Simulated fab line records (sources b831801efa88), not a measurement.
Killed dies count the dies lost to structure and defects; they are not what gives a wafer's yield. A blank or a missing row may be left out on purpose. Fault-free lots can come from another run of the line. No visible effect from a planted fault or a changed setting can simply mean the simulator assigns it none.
Comparing a struck lot with a sound one :: flow sky130 :: 15 steps out of a route of 708
Sound: these wafers, L538.2, L538.5, L538.6. Wafers struck: L544.1, L544.3, L544.6. The cause is named last.
For every step that has rows: the tool of each side, followed by ch and its chambers, followed by its first start. Under that, the readings that differ: sound wafers :: struck wafers :: difference of the means :: sigmas: that difference in standard deviations of wafers without a fault.
alike: a reading whose means differ by less than 2 such deviations, as well as words and numbers matching on both sides. not compared: withheld readings; readings where some wafer has no value; bounds like >300 that might hide an equal value; numbers whose values overlap and for which the record gives no deviation.
A row with sigmas, a row that says differs or no value, or rows on one side alone: a step with any of these is where the two part. Non-overlapping numbers with no deviation appear without sigmas and do not part them. A reading missing from all wafers of one side parts the sides only when that side holds two or more wafers.

first, 3 steps without rows for these wafers: SKY_VIA2_CLEAN_18 (cleans in IPA, time 180 s); SKY_VIA2_CLEAN_19 (cleans in O3/DIW); SKY_VIA2_SPUTTER_20 (material TiN, target thk 20 nm, time 80 s).
SKY_VIA2_CVD_21: deposits W, target thk 420 nm, time 126.4 s.
  sound on cvdW-01 ch 0,1, day 39 04:38; struck on cvdW-02 ch 0, day 40 22:03
reading: heaterPowerOuterW (W)
sound: 532 534 511
struck: 435 441 446
difference: -85
sigmas: -3

reading: heaterPowerW (W)
sound: 878 861 851
struck: 748 761 754
difference: -109
sigmas: -2
  alike: chamberPressureTorr, susceptorTempC
SKY_VIA2_RS_MEAS_22: a four-point-probe measurement.
  sound on filmMetro-04, day 39 04:47; struck on filmMetro-01, day 40 22:11
  alike: VIA2_W_RS
SKY_VIA2_THK_MEAS_23: measures by xrf.
  sound on filmMetro-04, day 39 04:53; struck on filmMetro-01, day 40 22:18
  alike: VIA2_W_THK
then, 1 step without rows for these wafers: SKY_VIA2_CMP_24 (polishes, stops on SiO2, t overpolish 20 s, target thk 0 nm).
SKY_METAL3_SPUTTER_00: material Ti, target thk 15 nm, time 10 s.
  sound on pvdSputter-02, day 39 05:14; struck on pvdSputter-03, day 40 22:40
  alike: throttleValvePct
SKY_METAL3_SPUTTER_01: material TiN, target thk 20 nm, time 16.7 s.
  sound on pvdSputter-02, day 39 05:16; struck on pvdSputter-03, day 40 22:41
  alike: throttleValvePct
SKY_METAL3_SPUTTER_02: material AlCu, target thk 735 nm, time 39.1 s.
  sound on pvdSputter-02, day 39 05:17; struck on pvdSputter-03, day 40 22:43
  alike: throttleValvePct
SKY_METAL3_SPUTTER_03: material Ti, target thk 5 nm, time 3.3 s.
  sound on pvdSputter-02, day 39 05:20; struck on pvdSputter-03, day 40 22:45
  alike: throttleValvePct
then, 1 step without rows for these wafers: SKY_METAL3_SPUTTER_04 (material TiN, target thk 70 nm, time 58.3 s).
SKY_CAPM_CVD_00: deposits SiO2, target thk 15.5 nm.
  sound on pecvd-02 ch 0,2, day 39 05:24; struck on pecvd-04 ch 0,1,2, day 40 22:49
  no value came back on the struck wafers for heaterPowerOuterW (W), heaterPowerW (W), susceptorTempC (C); on the sound wafers heaterPowerOuterW (W) reads 369 442 364
then, 1 step without rows for these wafers: SKY_CAPM_SPUTTER_02 (material TiN, target thk 200 nm, time 166.7 s).
-- the record jumps here: 8 days lie between the struck wafers' starts before and after (it left off in module CAPM and takes up again in module PAD_OPEN, whose first step shown is number 708 of the route) --
SKY_PAD_OPEN_PROBE_99:
  sound on prober-02, day 47 20:31; struck on prober-01, day 49 08:40
reading: defectLimitedYield (%)
sound: 79.5 82.7 83.7
struck: 0 0 0
difference: -82
sigmas: -46

reading: killedAtOther
sound: 1 2 0
struck: 423 424 413
difference: +419
sigmas: +99 or more

reading: killedDies
sound: 101 85 80
struck: 492 492 492
difference: +403
sigmas: +44

reading: killedOnRim
sound: 13 19 15
struck: 96 96 96
difference: +80
sigmas: +22

reading: killedOpen
sound: 60 48 44
struck: 32 33 36
difference: -17
sigmas: -2

reading: sort_bin_5_function (%)
sound: 13.0 11.0 9.3
struck: 94.7 92.1 92.9
difference: +82.1
sigmas: +51

reading: sortNPass
sound: 391 407 412
struck: 0 0 0
difference: -403
sigmas: -44

reading: sortYieldPct (%)
sound: 79.5 82.7 83.7
struck: 0 0 0
difference: -82
sigmas: -46
  alike: killed_at_M0_to_M3, killed_at_M4_up, killedAtContacts, killedAtFrontEnd, killedShort, sort_bin_3_pad_short, sort_bin_6_memory

## WHERE THEY PART
First at SKY_VIA2_CVD_21; last, within this record, at SKY_PAD_OPEN_PROBE_99.

WHY: what the simulator had put in
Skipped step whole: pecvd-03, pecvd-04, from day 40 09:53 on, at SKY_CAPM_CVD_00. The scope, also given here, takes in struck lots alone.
